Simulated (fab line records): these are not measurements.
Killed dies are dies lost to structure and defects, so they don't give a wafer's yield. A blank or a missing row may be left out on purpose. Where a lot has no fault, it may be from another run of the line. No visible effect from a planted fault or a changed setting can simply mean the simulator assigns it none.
What tool caused it? || flow gf180mcu || Sampling: 6 lots, 18 wafers, 3 of 602 route steps

## WHAT EACH GAUGE READ, for each wafer
GF_VT_IMPLANT_TW_MEAS_32.
{"lot": "L473", "measured": "day 7 03:38", "on": "film metro-01", "VT_IMPLANT_3_TW": "264.9 265.7 266.2"}
{"lot": "L476", "measured": "day 7 23:20", "on": "film metro-01", "VT_IMPLANT_3_TW": "327.1 324.2 326.2"}
{"lot": "L479", "measured": "day 8 19:47", "on": "film metro-01", "VT_IMPLANT_3_TW": "266.2 267.0 266.8"}
{"lot": "L484", "measured": "day 10 03:30", "on": "film metro-04", "VT_IMPLANT_3_TW": "268.4 267.5 266.6"}
{"lot": "L489", "measured": "day 11 11:05", "on": "film metro-03", "VT_IMPLANT_3_TW": "268.5 270.8 270.1"}
{"lot": "L491", "measured": "day 12 00:59", "on": "film metro-03", "VT_IMPLANT_3_TW": "268.9 270.3 269.7"}

## WHICH TOOL RAN EACH LOT (tool, then ch and the chambers of the sampled wafers, then the start)
{"lot": "L473", "GF_MVPSD_STRIP_10": "plasma asher-04 ch 0,1, day 5 06:20", "GF_VT_IMPLANT_IMPLANT_30": "implanter-03 ch 0, day 7 03:23"}
{"lot": "L476", "GF_MVPSD_STRIP_10": "plasma asher-01 ch 0,1, day 5 23:44", "GF_VT_IMPLANT_IMPLANT_30": "implanter-01 ch 0, day 7 22:47"}
{"lot": "L479", "GF_MVPSD_STRIP_10": "plasma asher-01 ch 0,1, day 6 19:53", "GF_VT_IMPLANT_IMPLANT_30": "implanter-01 ch 0, day 8 19:32"}
{"lot": "L484", "GF_MVPSD_STRIP_10": "plasma asher-01 ch 0,1, day 8 01:14", "GF_VT_IMPLANT_IMPLANT_30": "implanter-01 ch 0, day 10 03:17"}
{"lot": "L489", "GF_MVPSD_STRIP_10": "plasma asher-03 ch 0,1, day 9 05:11", "GF_VT_IMPLANT_IMPLANT_30": "implanter-02 ch 0, day 11 10:51"}
{"lot": "L491", "GF_MVPSD_STRIP_10": "plasma asher-03 ch 0,1, day 9 18:26", "GF_VT_IMPLANT_IMPLANT_30": "implanter-01 ch 0, day 12 00:45"}
- GF_MVPSD_STRIP_10: strips in O2/N2.
- GF_VT_IMPLANT_IMPLANT_30

## THE ANSWER, worked out from the rows above alone
Rule: the lots themselves supply what counts as usual. Put in order of their means at a reading, lots are off if they are a third of the lots or fewer, leave a main group of 4 or more, and stand apart from it by a gap of 3 or more times the standard deviation of the main group's means; of several such gaps the widest counts. If all means in a main group match to the digits the tables above print for the reading, that group is not used. A lot without any number at a reading at which 4 lots or more have one is off too. Any other lot the step has rows for is counted as sound.
Off: at GF_VT_IMPLANT_TW_MEAS_32 (VT_IMPLANT_3_TW), L476. Mean 267.8 and standard deviation 1.6 in the main group.
If a tool, at a process step before that reading, ran all the lots that are off and no sound lot after the first of them, it fits. The gauges at GF_VT_IMPLANT_TW_MEAS_32 are tried like those tools. Not one of the candidates tried fits.

## WHAT HAD BEEN PUT IN BY THE SIMULATOR
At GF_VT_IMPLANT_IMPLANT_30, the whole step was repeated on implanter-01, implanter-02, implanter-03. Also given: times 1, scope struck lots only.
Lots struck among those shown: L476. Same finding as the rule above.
